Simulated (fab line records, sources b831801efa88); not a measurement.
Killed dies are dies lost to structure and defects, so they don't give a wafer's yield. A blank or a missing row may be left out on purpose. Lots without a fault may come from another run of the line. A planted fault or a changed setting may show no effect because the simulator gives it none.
fab line records | flow sky130
record lots=5 wafers=15 last_day=50
route steps=708 shown SD_P@324 RES_XHIGH@332 PAD_OPEN@708
lots that met no fault: from a run of the same line without faults
start_h: hours from the record's first day to the start of the lot's first wafer shown | wait_h: hours since the lot's step before | " the same as in the row above | L1.1+2: a row that stands for several wafers | - no value, or no start given | * or withheld: withheld | < > ~ a bound
route shown NAME@n: a module of which the file shows steps, and the number in the route of the first | usual: mean/standard deviation of fault-free wafers | same: alike in all rows | chamber/n: place in a boat | sites: the reading at each site | _std_site: their standard deviation | _edge_site: outer sites' mean less inner sites' | radius_mm: how far each site lies from the wafer's centre | mask NAME#n: copy n | behind: the tool/chamber that last shaped the wafer | hold: why the lot was held/for how many hours/how that ended | device: the transistor (n, p or np) that didn't switch | end of line: the same wafers' tests at the end of the route | a step without rows: its recipe alone | killed: dies lost to structure and defects at the first sort, not the wafer's yield | map: a wafer's dies, x killed, . not, _ none there
set.NAME: the setting as run; set.NAME@STEP: as run at that earlier step | model.NAME: the simulator's own value behind a step, which no gauge read
lots at some steps of the route; a table a step, a row a wafer
services: from which hour (start_h, from the record's first day; less than 0 if before it) a tool's chamber was out of use, for how many hours, and why
## steps
# step SKY_SD_P_EXPOSE_04
# recipe mask_id=PSDM na=0.6 source_shape=conventional sigma_outer=0.6 polarization=unpolarized target_cd_nm=380 dose_mj=138
# step SKY_SD_P_PEB_05
# recipe temp_c=withheld time_s=* resist=NOVOLAK
# step SKY_SD_P_DEVELOP_06
# recipe resist=NOVOLAK developer=TMAH develop_time_s=60 dev_temp_c=23
# step SKY_SD_P_CD_MEAS_07
# recipe target_cd_nm=380
# usual cd_nm=380.1/2.4
# columns lot.wafer tool chamber start_h wait_h cd_nm
L683.2 cd_sem-02 - 576.84 0.1 379.8
L683.3 " - " " 383.5
L683.6 " - " " 379.3
L690.2 cd_sem-02 - 663.09 0.1 375.8
L690.3 " - " " 375.1
L690.4 " - " " 376.2
L701.1 cd_sem-02 - 742.24 0.1 383.7
L701.3 " - " " 381.5
L701.6 " - " " 383.1
L703.2 cd_sem-01 - 757.29 0.1 380.7
L703.4 " - " " 382.9
L703.6 " - " " 381.9
L704.2 cd_sem-02 - 764.73 0.1 377.9
L704.4 " - " " 378.1
L704.5 " - " " 379.4
# step SKY_SD_P_OVL_MEAS_08
# usual SD_P_OVL=-1.2/1.3
# columns lot.wafer tool chamber start_h wait_h SD_P_OVL[nm]
L683.2 overlay-02 - 576.95 0.1 -0.5
L683.3 " - " " -0.4
L683.6 " - " " -0.9
L690.2 overlay-01 - 663.20 0.1 -1.2
L690.3 " - " " -4.1
L690.4 " - " " -3.6
L701.1 overlay-02 - 742.36 0.1 -0.9
L701.3 " - " " 0.7
L701.6 " - " " 0.2
L703.2 overlay-01 - 757.40 0.1 -2.2
L703.4 " - " " -1.7
L703.6 " - " " -2.6
L704.2 overlay-01 - 764.83 0.1 -0.7
L704.4 " - " " -0.6
L704.5 " - " " 0.5
# step SKY_SD_P_IMPLANT_09
# recipe species=BF2 energy_kev=20 dose_cm2=3e+15 tilt_deg=0
# step SKY_SD_P_STRIP_10
# recipe chemistry=O2/N2 power_w=1400 pressure_mtorr=1500 platen_temp_c=withheld o2_flow_sccm=3000 n2_flow_sccm=300 overash_fraction=0.5
# usual drypump_motor_current_A=5.7/0.37 oes_product_au=0.618/0.0046 strip_time_to_endpoint_s=17.49/0.043
# columns lot.wafer tool chamber start_h wait_h drypump_motor_current_A oes_product_au rf_hours_counter_h strip_time_to_endpoint_s
L683.2 plasma_asher-02 0 577.13 0.1 5.9 0.621 15 17.48
L683.3 " 0 " " 5.9 0.622 - 17.46
L683.6 " 1 " " 5.1 0.615 - 17.53
L690.2 plasma_asher-04 1 663.38 0.1 6.2 0.621 55 17.59
L690.3 " 1 " " 6.2 0.623 - 17.52
L690.4 " 0 " " 5.8 0.620 - 17.51
L701.1 plasma_asher-01 0 742.54 0.1 5.3 0.614 92 17.45
L701.3 " 0 " " 5.3 0.620 - 17.44
L701.6 " 1 " " 5.5 0.612 - 17.47
L703.2 plasma_asher-01 1 757.58 0.1 5.5 0.616 93 17.43
L703.4 " 1 " " 5.5 0.622 - 17.47
L703.6 " 0 " " 5.3 0.619 - 17.49
L704.2 plasma_asher-02 0 765.01 0.1 5.8 0.619 33 17.49
L704.4 " 0 " " 5.9 0.613 - 17.51
L704.5 " 0 " " 5.9 0.622 - 17.50
# step SKY_SD_P_TW_MEAS_11
# usual SD_P_TW=2835/15
# columns lot.wafer tool chamber start_h wait_h SD_P_TW
L683.2 film_metro-04 - 577.24 0.1 2848
L683.3 " - " " 2851
L683.6 " - " " 2845
L690.2 film_metro-02 - 663.49 0.1 2816
L690.3 " - " " 2812
L690.4 " - " " 2813
L701.1 film_metro-01 - 742.64 0.1 2847
L701.3 " - " " 2870
L701.6 " - " " 2828
L703.2 film_metro-04 - 757.69 0.1 2819
L703.4 " - " " 2840
L703.6 " - " " 2844
L704.2 film_metro-02 - 765.12 0.1 2834
L704.4 " - " " 2819
L704.5 " - " " 2835
# step SKY_RES_XHIGH_DEHYDRATE_00
# recipe temp_c=200 time_s=60
# step SKY_RES_XHIGH_HMDS_01
# recipe prime_time_s=60 prime_temp_c=120
# step SKY_RES_XHIGH_COAT_02
# recipe resist=NOVOLAK spin_rpm=3000 resist_thk_nm=1140
# step SKY_RES_XHIGH_SOFTBAKE_03
# recipe temp_c=90 time_s=60 resist=NOVOLAK
# step SKY_RES_XHIGH_EXPOSE_04
# recipe mask_id=URPM na=0.6 source_shape=conventional sigma_outer=0.6 polarization=unpolarized target_cd_nm=1270 dose_mj=140
# columns lot.wafer tool chamber start_h wait_h mask
L683.2+3+6 iline_stepper-01 0 591.12 - URPM#0
L690.2+3+4 iline_stepper-01 0 677.72 - URPM_R1#0
L701.1+3+6 iline_stepper-02 0 756.32 - URPM#0
L703.2+4+6 iline_stepper-01 0 771.27 - URPM#0
L704.2+4+5 iline_stepper-02 0 778.27 - URPM#0
# step SKY_RES_XHIGH_PEB_05
# recipe temp_c=withheld time_s=* resist=NOVOLAK
# step SKY_PAD_OPEN_PROBE_99
# usual killed_at_M0_to_M3=45/6.9 killed_at_M4_up=3.0/1.7 killed_at_contacts=25/5.6 killed_at_front_end=15/4.2 killed_at_other=0.3/0.55 killed_dies=89/9.6 killed_open=49/7.2 killed_short=39/6.5
# same gross_dies=492 killed_at_back_side=0
# columns lot.wafer tool chamber start_h wait_h killed_at_M0_to_M3 killed_at_M4_up killed_at_contacts killed_at_front_end killed_at_other killed_dies killed_open killed_short
L683.2 prober-02 - 1068.20 0.1 40 3 25 14 0 82 48 34
L683.3 prober-02 - 1068.25 0.2 45 3 30 18 1 97 57 40
L683.6 prober-02 - 1068.40 0.2 49 1 34 14 0 98 55 43
L690.2 prober-01 - 1130.14 0.1 45 3 20 11 1 80 40 40
L690.3 prober-01 - 1130.19 0.2 48 2 34 17 0 101 48 53
L690.4 prober-01 - 1130.24 0.2 46 5 24 19 0 94 47 47
L701.1 prober-01 - 1178.48 0.1 50 2 43 21 1 117 67 49
L701.3 prober-01 - 1178.58 0.2 52 1 20 16 0 89 47 42
L701.6 prober-01 - 1178.73 0.2 39 2 19 23 0 83 37 46
L703.2 prober-01 - 1190.32 0.1 28 2 34 13 0 77 41 36
L703.4 prober-01 - 1190.42 0.2 48 4 21 18 0 91 45 46
L703.6 prober-01 - 1190.52 0.2 46 4 29 12 1 92 47 45
L704.2 prober-02 - 1193.35 0.1 60 2 22 11 3 98 53 42
L704.4 prober-02 - 1193.45 0.2 47 2 22 13 1 85 49 35
L704.5 prober-02 - 1193.50 0.2 39 2 22 20 2 85 43 41
# killed by level:class
L683.2 CONTACT:geometric_particle:open=11 VIA1:geometric_particle:open=9 LI_CONTACT:geometric_particle:open=7 METAL1:geometric_particle:short=6 METAL3:geometric_particle:short=6 FIELD_ISO:geometric_particle:open=5 VIA2:geometric_particle:open=5 VIA3:geometric_particle:open=5
L683.3 VIA1:geometric_particle:open=15 LI_CONTACT:geometric_particle:open=10 FIELD_ISO:geometric_particle:open=6 LOCAL_INTERCONNECT:geometric_particle:short=6 CONTACT:geometric_particle:open=6 VIA2:geometric_particle:open=6 VIA2:geometric_particle:short=5 LI_CONTACT:geometric_particle:short=4
L683.6 CONTACT:geometric_particle:open=14 LI_CONTACT:geometric_particle:open=8 VIA1:geometric_particle:open=8 VIA2:geometric_particle:short=7 VIA2:geometric_particle:open=6 METAL1:geometric_particle:short=5 METAL2:geometric_particle:short=5 FIELD_ISO:geometric_particle:open=4
L690.2 VIA3:geometric_particle:open=9 VIA2:geometric_particle:open=8 VIA1:geometric_particle:open=7 LOCAL_INTERCONNECT:geometric_particle:short=6 POLY_GATE:geometric_particle:short=5 METAL1:geometric_particle:short=5 VIA1:geometric_particle:short=5 LI_CONTACT:geometric_particle:open=4
L690.3 METAL1:geometric_particle:short=13 VIA1:geometric_particle:open=10 CONTACT:geometric_particle:open=10 POLY_GATE:geometric_particle:open=7 LOCAL_INTERCONNECT:geometric_particle:short=7 VIA1:geometric_particle:short=6 LI_CONTACT:geometric_particle:short=5 LI_CONTACT:geometric_particle:open=5
L690.4 VIA1:geometric_particle:open=9 VIA3:geometric_particle:open=8 CONTACT:geometric_particle:open=7 METAL2:geometric_particle:short=7 LOCAL_INTERCONNECT:geometric_particle:short=5 POLY_GATE:geometric_particle:open=5 LI_CONTACT:geometric_particle:open=5 POLY_GATE:geometric_particle:short=4
L701.1 VIA1:geometric_particle:open=16 CONTACT:geometric_particle:open=14 LI_CONTACT:geometric_particle:open=10 CONTACT:geometric_particle:short=8 FIELD_ISO:geometric_particle:short=7 FIELD_ISO:geometric_particle:open=6 LOCAL_INTERCONNECT:geometric_particle:short=6 METAL2:geometric_particle:short=6
L701.3 VIA2:geometric_particle:open=10 METAL2:geometric_particle:short=8 VIA3:geometric_particle:open=8 POLY_GATE:geometric_particle:short=6 LI_CONTACT:geometric_particle:open=6 CONTACT:geometric_particle:open=6 VIA1:geometric_particle:open=6 METAL1:geometric_particle:short=5
L701.6 POLY_GATE:geometric_particle:short=11 VIA3:geometric_particle:open=8 VIA1:geometric_particle:open=8 CONTACT:geometric_particle:short=6 VIA2:geometric_particle:open=5 LI_CONTACT:geometric_particle:open=5 VIA1:geometric_particle:short=5 CONTACT:geometric_particle:open=4
L703.2 LI_CONTACT:geometric_particle:open=9 VIA1:geometric_particle:open=7 CONTACT:geometric_particle:open=6 CONTACT:geometric_particle:short=6 LI_CONTACT:geometric_particle:short=5 LOCAL_INTERCONNECT:geometric_particle:short=5 METAL2:geometric_particle:short=5 VIA2:geometric_particle:open=5
L703.4 VIA1:geometric_particle:open=11 CONTACT:geometric_particle:open=7 LI_CONTACT:geometric_particle:open=6 METAL2:geometric_particle:short=6 VIA1:geometric_particle:short=5 METAL1:geometric_particle:short=5 VIA3:geometric_particle:open=5 VIA2:geometric_particle:open=5
L703.6 VIA1:geometric_particle:open=11 CONTACT:geometric_particle:open=11 LOCAL_INTERCONNECT:geometric_particle:short=7 VIA3:geometric_particle:open=7 VIA1:geometric_particle:short=6 LI_CONTACT:geometric_particle:open=6 METAL2:geometric_particle:short=6 VIA2:geometric_particle:open=5
L704.2 VIA2:geometric_particle:open=12 VIA1:geometric_particle:open=11 METAL2:geometric_particle:short=9 LI_CONTACT:geometric_particle:open=8 METAL1:geometric_particle:short=6 VIA3:geometric_particle:open=6 FIELD_ISO:geometric_particle:open=5 CONTACT:geometric_particle:open=5
L704.4 VIA2:geometric_particle:open=12 VIA3:geometric_particle:open=9 VIA1:geometric_particle:open=7 LI_CONTACT:geometric_particle:open=7 CONTACT:geometric_particle:open=5 METAL1:geometric_particle:short=5 LOCAL_INTERCONNECT:geometric_particle:short=4 CONTACT:geometric_particle:short=4
L704.5 VIA1:geometric_particle:open=9 VIA2:geometric_particle:open=7 CONTACT:geometric_particle:short=6 METAL1:geometric_particle:short=6 FIELD_ISO:geometric_particle:short=5 POLY_GATE:geometric_particle:short=5 LI_CONTACT:geometric_particle:open=5 FIELD_ISO:geometric_particle:open=4
## services
# columns tool chamber start_h hours kind
plasma_asher-02 - 559.34 2.8 pm
iline_stepper-02 - 562.20 7.9 repair
iline_stepper-01 - 575.26 6.2 repair
iline_stepper-01 - 585.20 4.4 pm
iline_stepper-02 - 599.08 1.7 pm
iline_stepper-02 - 600.94 2.3 repair
plasma_asher-02 - 604.04 1.7 repair
iline_stepper-01 0 612.20 - calibration
plasma_asher-04 - 648.97 0.6 repair
plasma_asher-01 - 656.79 1.9 repair
plasma_asher-01 - 661.35 1.1 repair
iline_stepper-02 - 695.03 2.7 repair
iline_stepper-02 0 731.17 - calibration
iline_stepper-01 - 740.71 1.7 pm
plasma_asher-04 - 770.17 4.3 pm
plasma_asher-04 - 774.50 14.6 pm
## key
first_sign step=SKY_RES_XHIGH_EXPOSE_04 reading=mask direction=changed
effect none on later readings
met_at SKY_RES_XHIGH_EXPOSE_04
struck_wafers L690.2,L690.3,L690.4
tester_left_out L690
onset_between 591.12 677.72
fault kind=wrong_mask tool=any chamber=- onset_h=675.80 steps=SKY_RES_XHIGH_EXPOSE_04 aux_copy=URPM_R1#0 cd_offset_nm=89 scope=struck_lots_only
# tester_left_out: of these lots the tester's yield and bins aren't shown, on N5 and GAA mostly nor the transistor test; their killed dies are dies lost to structure and defects alone, not to doping, threshold or leakage, so they don't give the yield
